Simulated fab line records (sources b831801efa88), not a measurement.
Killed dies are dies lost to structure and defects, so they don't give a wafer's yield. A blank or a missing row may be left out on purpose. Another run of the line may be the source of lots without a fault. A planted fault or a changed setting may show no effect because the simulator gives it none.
What tool caused it? -- flow sky130 -- 10 lots (30 wafers sampled), 1 step of a 708-step route

WHAT THE GAUGES READ, wafer by wafer
SKY_METAL1_CD_MEAS_15: target cd 140 nm. Usual: cdNm reads 140.4 nm (standard deviation 1.3).
lot,measured,on,cdNm (nm),flag
L172,day 33 11:28,cdSem-01,141.6 140.0 141.3,
L173,day 34 05:06,cdSem-01,140.6 138.9 139.2,
L176,day 35 05:07,cdSem-02,140.6 142.0 141.4,
L178,day 35 19:52,cdSem-02,141.9 142.4 140.2,
L181,day 37 07:38,cdSem-02,138.1 139.6 140.5,
L184,day 37 13:03,cdSem-02,142.7 142.0 143.4,
L186,day 38 07:35,cdSem-02,140.7 142.0 142.1,
L189,day 39 09:56,cdSem-01,139.6 140.1 141.8,
L191,day 39 21:04,cdSem-02,142.1 140.1 141.1,
L192,day 39 22:52,cdSem-01,141.9 141.2 140.8,

TOOL THAT RAN EACH LOT (tool first, then ch and the chambers of the sampled wafers, then the start)
There is no process step in the record ahead of these readings.

WHAT THE TOOLS THEMSELVES READ (means of the sampled wafers that have a number; where no wafer has one, the mark that the record gives instead)
The record holds no such reading with a usual standard deviation.

THE ANSWER, worked out from the rows above alone
Rule: lot off if the mean of its wafers having a number is beyond 3 standard deviations from the usual mean. A lot without any number at a reading at which 4 lots or more have one is off too. The other lots that the step has rows for count as sound. First the gauges in route order, then the tools' own readings, where a lot's mean is used as printed above. At the first step where some lot is off, the reading lying furthest off is the one used; lots without a number count as furthest.
Nothing can be told from this: no lot is off at any reading shown.

WHAT THE SIMULATOR PUT IN
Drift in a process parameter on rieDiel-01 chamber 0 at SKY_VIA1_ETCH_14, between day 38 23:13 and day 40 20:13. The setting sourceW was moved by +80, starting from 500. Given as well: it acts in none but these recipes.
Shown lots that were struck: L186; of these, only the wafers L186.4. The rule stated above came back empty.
